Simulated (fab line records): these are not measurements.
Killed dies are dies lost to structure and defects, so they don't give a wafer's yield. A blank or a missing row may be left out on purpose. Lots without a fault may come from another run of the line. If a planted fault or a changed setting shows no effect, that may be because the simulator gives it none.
2 desks, one fault + flow sky130 + each desk holds nothing but its own numbers, with what lay behind them at the end

== THE METROLOGY DESK ==
Means of the sampled wafers that have a number, per lot and without regard to the tool the lot ran on: this is what the gauges read. Marked OUT: a lot whose mean sits more than 4 standard deviations from the usual mean, which makes it out of limits; the brackets give that distance.
Columns: A = VIA3_HDPCVD_THK at SKY_VIA3_THK_MEAS_01, usual 1641 nm
| lot  | first seen here | A    |
|------|-----------------|------|
| L631 | day 39 00:35    | 1676 |
| L635 | day 40 21:50    | 1658 |
| L636 | day 41 00:01    | 1651 |
| L637 | day 41 02:38    | 1641 |
| L638 | day 41 11:34    | 1671 |
| L639 | day 41 19:20    | 1707 |
| L641 | day 42 00:50    | 1650 |
| L648 | day 44 02:23    | 1650 |
| L650 | day 44 11:36    | 1625 |
| L651 | day 45 00:31    | 1635 |
| L652 | day 45 02:08    | 1631 |
| L653 | day 45 07:27    | 1641 |
Result from this desk: across the 12 lots, nothing is out of limits.

== THE TOOL OWNER'S DESK: hdpcvd-01 ==
The tool's own readings at SKY_VIA3_HDPCVD_00 (deposits SiO2, target thk 1635 nm, time 272.5 s): means of the sampled wafers that have a number, for each lot that ran on this tool. Marked OUT: a lot whose mean sits more than 4 standard deviations from the usual mean, which makes it out of limits; the brackets give that distance.
Columns: A = run_length_s at SKY_VIA3_HDPCVD_00, usual 300.3 s
| lot  | first seen here | A               |
|------|-----------------|-----------------|
| L631 | day 39 00:25    | 300.5           |
| L635 | day 40 21:38    | 300.4           |
| L636 | day 40 23:51    | 300.1           |
| L637 | day 41 02:27    | 300.0           |
| L638 | day 41 11:19    | 305.3 (+11) OUT |
| L639 | day 41 19:05    | 305.3 (+11) OUT |
This desk's verdict: out of limits on L638, L639, starting with L638 at day 41 11:19 (run_length_s at SKY_VIA3_HDPCVD_00). L631, L635, L636, L637: within limits.

== PUT TOGETHER ==
At day 41 11:19, on L638, L639, the tool owner's desk was in a position to raise an alarm.
At the metrology desk, nothing out of limits was observed.
The metrology desk has L638, L639 on record, within its limits.
SKY_VIA3_HDPCVD_00 was run on hdpcvd-01 by each of the lots named.

== WHAT THE SIMULATOR HAD PUT IN ==
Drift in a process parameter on hdpcvd-01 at SKY_VIA3_HDPCVD_00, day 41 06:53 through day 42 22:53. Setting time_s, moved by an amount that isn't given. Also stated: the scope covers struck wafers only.
Shown lots that were struck: L638, L639.
How many hours passed from the start of the fault until each desk's first out-of-limits reading: the tool owner's desk, 4.
